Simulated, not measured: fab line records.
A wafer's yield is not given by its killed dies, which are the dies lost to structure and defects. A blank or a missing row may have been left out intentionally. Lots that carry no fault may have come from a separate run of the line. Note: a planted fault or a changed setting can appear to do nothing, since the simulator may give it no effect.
2 desks looking at one fault -- flow gf180mcu -- each desk holds nothing but its own numbers, with what lay behind them at the end

## THE TOOL OWNER'S DESK: rie-si-02
The tool's own readings at GF_POLY_GATE_ETCH_13 (etches poly-Si in HBr/Cl2, stops on SiO2, target depth 198.5 nm, time 69.6 s): means of the sampled wafers that have a number, for each lot that ran on this tool. A lot is out of limits, marked OUT, if its mean lies more than 4 standard deviations from the usual mean; the brackets give that distance.
Columns: A = bias-w at GF_POLY_GATE_ETCH_13, usual 100.00 W; B = drypump-motor-current-A at GF_POLY_GATE_ETCH_13, usual 5.57 A; C = he-backside-leak-sccm at GF_POLY_GATE_ETCH_13, usual 2.74 sccm; D = oes-product-au at GF_POLY_GATE_ETCH_13, usual 0.989 a.u.; E = throttle-valve-pct at GF_POLY_GATE_ETCH_13, usual 33.685 %
lot,first seen here,A,B,C,D,E
L490,day 9 22:43,99.94,5.61,2.80,0.983,33.688
L492,day 10 11:48,99.91,5.57,2.69,0.987,33.686
L495,day 11 12:22,100.26,5.63,2.72,0.990,33.698
L496,day 12 01:52,100.07,5.60,2.60,0.992,33.690
L500,day 12 13:15,99.73,5.66,2.63,0.988,33.687
L502,day 13 06:04,98.97,5.66,2.88,0.977,33.689
L503,day 13 14:22,98.98,5.59,2.75,0.975,33.687
This desk's verdict: no lot among the 7 shows anything out of limits.

## METROLOGY DESK
What the gauges read for every lot (on any tool): the sampled wafers with a number, averaged. A lot is out of limits, marked OUT, if its mean lies more than 4 standard deviations from the usual mean; the brackets give that distance.
Columns: A = cd-nm at GF_NSD_CD_MEAS_07, usual 400.3 nm
lot,first seen here,A
L490,day 14 06:13,399.1
L492,day 14 20:50,397.7
L493,day 15 06:41,402.0
L494,day 15 12:05,399.0
L495,day 16 01:29,402.8
L496,day 16 21:54,404.7
L497,day 16 22:12,397.5
L499,day 17 01:25,395.9
L500,day 17 09:06,398.7
L502,day 18 03:55,402.4
L503,day 18 13:09,401.2
L505,day 19 09:43,401.9
L512,day 21 19:08,399.0
This desk's verdict: no lot among the 13 shows anything out of limits.

## BROUGHT TOGETHER
The tool owner's desk saw nothing out of limits.
The metrology desk saw nothing out of limits.

## WHAT HAD BEEN PUT IN BY THE SIMULATOR
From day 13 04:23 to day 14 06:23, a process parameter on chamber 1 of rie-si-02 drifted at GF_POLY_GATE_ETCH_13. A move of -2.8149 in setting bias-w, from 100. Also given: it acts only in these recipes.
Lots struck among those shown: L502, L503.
